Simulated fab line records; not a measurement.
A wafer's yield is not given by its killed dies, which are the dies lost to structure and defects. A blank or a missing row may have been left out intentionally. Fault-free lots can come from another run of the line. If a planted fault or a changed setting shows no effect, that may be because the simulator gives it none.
Matching of chambers | flow sky130 | SKY_LI_CONTACT_CMP_02 on cmp-02: 4 sister chambers
The step polishes PSG. 4 wafers are shown with their chamber, then 8 later ones without.

== WAFERS WITH THEIR CHAMBER ==
wafer  | chamber | motor current A (A)
L495.1 | 0       | 11.7
L496.1 | 3       | 10.9
L496.3 | 2       | 11.9
L509.2 | 1       | 9.4

== WAFERS WITHOUT THEIR CHAMBER ==
wafer  | motor current A (A)
L509.3 | 11.4
L509.6 | 11.2
L511.4 | 12.4
L511.5 | 9.0
L511.6 | 12.2
L512.1 | 12.3
L512.3 | 9.4
L512.4 | 11.5

== WHICH CHAMBER EACH ONE RAN IN ==
wafer  | from the rows above          | in truth
L509.3 | can't be placed: 0 or 2 or 3 | 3
L509.6 | can't be placed: 3 or 0 or 2 | 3
L511.4 | can't be placed: 2 or 0      | 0
L511.5 | 1                            | 1
L511.6 | can't be placed: 2 or 0      | 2
L512.1 | can't be placed: 2 or 0      | 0
L512.3 | 1                            | 1
L512.4 | can't be placed: 0 or 2 or 3 | 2
Correct placement for 2 of the 8. These rows do not allow placing 6 (true chamber among the candidates in 6). 0 placed wrongly.
How it was worked out, from the rows above alone: a wafer's distance from a chamber is the root of the sum, over the readings, of the square of ((its reading less the chamber's mean) divided by the reading's scatter). The wafer belongs to the nearest chamber; if the next one is less than 2 further off, it can't be placed. Each chamber's mean is taken over the wafers shown for it. The scatter: with one shown wafer a chamber, the root of the mean of the squares of how far each hidden wafer lies from its nearest shown one.
